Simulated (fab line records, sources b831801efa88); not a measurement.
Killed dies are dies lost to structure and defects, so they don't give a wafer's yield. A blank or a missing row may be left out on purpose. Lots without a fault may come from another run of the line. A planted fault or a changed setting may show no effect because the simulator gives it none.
Which tool did it? | flow gf180mcu | 13 lots, 39 wafers sampled, at 4 steps of a route of 602

WHAT THE GAUGES READ, wafer by wafer
GF_POLY_GATE_CD_MEAS_10: target cd 280 nm. Usual: cd_nm 279.7 nm, standard deviation 1.1.
lot  | measured     | on        | cd_nm (nm)        | flag
L203 | day 10 01:57 | cd_sem-01 | 280.6 279.8 278.6 |
L204 | day 10 11:29 | cd_sem-01 | 277.5 277.3 278.3 |
L205 | day 10 12:08 | cd_sem-02 | 279.0 280.2 279.5 |
L206 | day 10 20:34 | cd_sem-02 | 281.5 281.6 282.3 |
L208 | day 11 13:48 | cd_sem-01 | 278.9 279.2 279.5 |
L211 | day 12 01:39 | cd_sem-02 | 280.5 281.2 281.0 |
L210 | day 12 01:55 | cd_sem-01 | 279.5 279.3 280.5 |
L212 | day 12 09:06 | cd_sem-01 | 277.8 276.7 277.5 |
L214 | day 12 22:02 | cd_sem-01 | 278.0 278.8 279.9 |
L215 | day 13 06:53 | cd_sem-02 | 278.0 278.8 278.3 |
L216 | day 13 16:21 | cd_sem-01 | 279.0 279.0 279.1 |
L222 | day 15 07:04 | cd_sem-02 | 281.3 280.2 280.6 |
L224 | day 15 16:14 | cd_sem-01 | 277.6 278.6 277.4 |

GF_HV_LDD_TW_MEAS_11. Usual: HV_LDD_TW 2394, standard deviation 12.
lot  | measured     | on            | HV_LDD_TW      | flag
L203 | day 11 04:05 | film_metro-01 | 2380 2397 2383 |
L204 | day 11 14:08 | film_metro-01 | 2386 2392 2393 |
L205 | day 11 14:23 | film_metro-04 | 2410 2409 2412 |
L206 | day 11 20:11 | film_metro-02 | 2410 2389 2398 |
L208 | day 12 10:59 | film_metro-02 | 2387 2383 2395 |
L211 | day 13 02:17 | film_metro-01 | 2375 2400 2394 |
L210 | day 13 02:31 | film_metro-04 | 2401 2402 2412 |
L212 | day 13 11:33 | film_metro-04 | 2399 2398 2397 |
L214 | day 13 22:19 | film_metro-04 | 2403 2411 2396 |
L215 | day 14 06:26 | film_metro-04 | 2421 2413 2425 |
L216 | day 14 15:15 | film_metro-01 | 2401 2390 2407 |
L222 | day 16 07:01 | film_metro-01 | 2382 2372 2378 |
L224 | day 16 16:04 | film_metro-01 | 2376 2379 2370 |

GF_CONTACT_THK_MEAS_01. Usual: CONTACT_CVD_00_THK 300.7 nm, standard deviation 3.
lot  | measured     | on            | CONTACT_CVD_00_THK (nm) | flag
L203 | day 16 11:05 | film_metro-02 | 306.6 301.4 304.2       |
L204 | day 16 22:42 | film_metro-02 | 300.5 298.7 298.6       |
L205 | day 16 23:54 | film_metro-01 | 307.6 298.6 302.4       |
L206 | day 17 04:19 | film_metro-02 | 303.4 302.9 302.9       |
L208 | day 18 01:35 | film_metro-01 | 300.0 299.1 301.8       |
L211 | day 18 20:35 | film_metro-01 | 304.5 298.9 302.3       |
L210 | day 18 21:19 | film_metro-01 | 304.6 304.7 303.8       |
L212 | day 19 06:54 | film_metro-02 | 302.8 302.8 303.3       |
L214 | day 19 21:03 | film_metro-04 | 300.9 297.2 301.0       |
L215 | day 20 05:14 | film_metro-02 | 447.2 445.8 449.3       | OFF
L216 | day 20 16:58 | film_metro-01 | 453.7 451.0 449.1       | OFF
L222 | day 22 10:11 | film_metro-01 | 297.9 297.6 297.0       |
L224 | day 22 16:51 | film_metro-04 | 298.5 300.7 300.0       |

WHICH TOOL RAN EACH LOT (tool, then ch and the chambers of the sampled wafers, then the start)
lot  | GF_CONTACT_CVD_00
L203 | hdpcvd-02 ch 0,1,2, day 16 11:02
L204 | hdpcvd-01 ch 1,2, day 16 22:40
L205 | hdpcvd-02 ch 0,1,2, day 16 23:52
L206 | hdpcvd-02 ch 0,1,2, day 17 04:16
L208 | hdpcvd-02 ch 0,2, day 18 01:32
L211 | hdpcvd-02 ch 0,1, day 18 20:33
L210 | hdpcvd-02 ch 0,2, day 18 21:15
L212 | hdpcvd-02 ch 0,2, day 19 06:51
L214 | hdpcvd-02 ch 0,1,2, day 19 21:00
L215 | hdpcvd-02 ch 0,1,2, day 20 05:11
L216 | hdpcvd-02 ch 0,1,2, day 20 16:55
L222 | hdpcvd-01 ch 0,1,2, day 22 10:07
L224 | hdpcvd-01 ch 0,1,2, day 22 16:48
- GF_CONTACT_CVD_00: deposits SiO2, target thk 300 nm, time 50 s.

WHAT THE TOOLS THEMSELVES READ (means of the sampled wafers that have a number; where no wafer has one, the mark that the record gives instead)
GF_CONTACT_CVD_00. Usual: sih4_flow_sccm 60.03 sccm, standard deviation 0.19.
lot  | tool      | sih4_flow_sccm (sccm) | flag
L203 | hdpcvd-02 | 59.99                 |
L204 | hdpcvd-01 | 60.11                 |
L205 | hdpcvd-02 | 60.18                 |
L206 | hdpcvd-02 | 59.84                 |
L208 | hdpcvd-02 | 59.94                 |
L211 | hdpcvd-02 | 59.78                 |
L210 | hdpcvd-02 | 60.14                 |
L212 | hdpcvd-02 | 59.95                 |
L214 | hdpcvd-02 | 60.02                 |
L215 | hdpcvd-02 | 90.06                 | OFF
L216 | hdpcvd-02 | 90.04                 | OFF
L222 | hdpcvd-01 | 60.06                 |
L224 | hdpcvd-01 | 60.09                 |

THE ANSWER, worked out from the rows above alone
Rule: a lot is off if the mean of its wafers that have a number lies more than 3 standard deviations from the usual mean. A lot without any number at a reading at which 4 lots or more have one is off too. The other lots that the step has rows for count as sound. The gauges are gone through in route order, then the tools' own readings, and for those a lot's mean is taken as printed above. The first step at which some lot is off is used, and at that step the reading that is off furthest; a lot without a number counts as furthest.
Off: L215, L216, at GF_CONTACT_THK_MEAS_01 (CONTACT_CVD_00_THK).
A tool fits if, at a process step before that reading, it ran every lot that is off, and no sound lot after the first of them. The gauges at GF_CONTACT_THK_MEAS_01 aren't tried: what is off there is off at GF_CONTACT_CVD_00 too, on other tools, and a gauge's error can't cause that. One fits: hdpcvd-02 at GF_CONTACT_CVD_00. Its last sound lot is L214 (day 19 21:00), its first lot that is off L215 (day 20 05:11): a fault that began between those two fits.
The tool's own readings at GF_CONTACT_CVD_00 bear it out: on the lots that are off they differ by more than 5 times the standard deviation of the sound lots' means. sih4_flow_sccm reads 90.05 sccm there against 60.01 sccm on the sound lots.

WHAT THE SIMULATOR HAD PUT IN
Process parameter drift: hdpcvd-02, from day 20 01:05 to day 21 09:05, at GF_CONTACT_CVD_00. Setting sih4_flow_sccm, moved by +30, from 60. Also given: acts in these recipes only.
Lots struck among those shown: L215, L216. The rule above found the same.
